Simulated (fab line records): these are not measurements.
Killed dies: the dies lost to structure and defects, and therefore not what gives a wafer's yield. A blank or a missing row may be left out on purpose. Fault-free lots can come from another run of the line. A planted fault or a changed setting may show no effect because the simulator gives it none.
Code-filled problem report in 8D (eight disciplines) form | flow gf180mcu | the parts of the form that need people (team, actions taken, sign-off) are left out

## 1. WHAT IS WRONG
GF_CONTACT_CMP_27, overpolish run s: mean 0.042 s over 1 wafer from 1 lot; wafers with no fault: 15.000 s, standard deviation 0.0092. That is -99 or more standard deviations from the usual mean.
The step: polishes, stops on SiO2, t overpolish 15 s, target thk 0 nm.
First observed at day 21 09:20: wafer L581.2, on cmp-02. The record holds 39 wafers of 13 lots with a number at this step. Rule for "out" (also "out of limits"): further than 4 standard deviations from the usual mean. The rest of the wafers with a number are treated as sound.

## 2. WHAT IT IS; WHAT IT IS NOT
question                    | is                                   | is not
which readings at this step | overpolish run s, time to endpoint s | head pressure psi, motor current A
which lots                  | L581                                 | L568, L569, L570, L571, L572, L573, L574, L580, L588, L589, L590, L591
which wafers of those lots  | L581.2                               | L581.3, L581.6
read on which tools         | cmp-02                               | cmp-01
when                        | from day 21 09:20                    | up to then (26 sound wafers); but 12 sound wafers of L588, L589, L590, L591 came after

## 3. THE SUSPECTS, EACH WITH WHAT RULES IT OUT
Counting: if a tool at a process step up to the reading ran every lot that is out, it stays a suspect. Sound lots after the first of them don't rule it out here, since some wafers of a struck lot are sound.
- cmp-02 at GF_CONTACT_CMP_27 (polishes, stops on SiO2, t overpolish 15 s, target thk 0 nm): kept. The lot that is out, L581, ran on it at day 21 09:20; the last sound lot it ran before that was L571, at day 17 21:09. Its own overpolish run s, time to endpoint s readings are out on those wafers.
- cmp-02, GF_CONTACT_CMP_27: wafers that are out in chamber 0, sound lot-mates in chambers 2, 3.
After counting, what remains is cmp-02 at GF_CONTACT_CMP_27.

## 4. THE CAUSE (what the simulator had put in)
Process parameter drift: cmp-02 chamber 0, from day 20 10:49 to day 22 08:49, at GF_CONTACT_CMP_27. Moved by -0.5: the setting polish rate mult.
After counting, this tool was the only one left.

## 5. THE EFFECT CHAIN, in route order
Each row: a reading whose mean over the struck wafers that have a number lies more than 3 standard deviations from the usual. Only readings whose record carries a usual standard deviation are examined. hours: median over the lots of the time between each lot's start at the first step of this table that gives one and its start at this step. sigmas: the change, counted in usual standard deviations.
hours | step                    | reading            | usual    | on struck wafers | change  | sigmas
0     | GF_CONTACT_CMP_27       | overpolish run s   | 15.000 s | 0.042            | -14.958 | -99 or more
0     | GF_CONTACT_CMP_27       | time to endpoint s | 72 s     | 114              | +42     | +12
289   | GF_PASSIVATION_PROBE_99 | killed at contacts | 5.5      | 440.0            | +434.5  | +99 or more
289   | GF_PASSIVATION_PROBE_99 | killed dies        | 47       | 492              | +445    | +62
289   | GF_PASSIVATION_PROBE_99 | killed on rim      | 9.4      | 96.0             | +86.6   | +30
The process steps in it:
- GF_CONTACT_CMP_27: polishes, stops on SiO2, t overpolish 15 s, target thk 0 nm.
- GF_PASSIVATION_PROBE_99

## 6. HOW IT WOULD HAVE BEEN CAUGHT EARLIER
In this record no reading fell out of limits until day 21 09:20, 23 hours after the fault had begun at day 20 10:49.
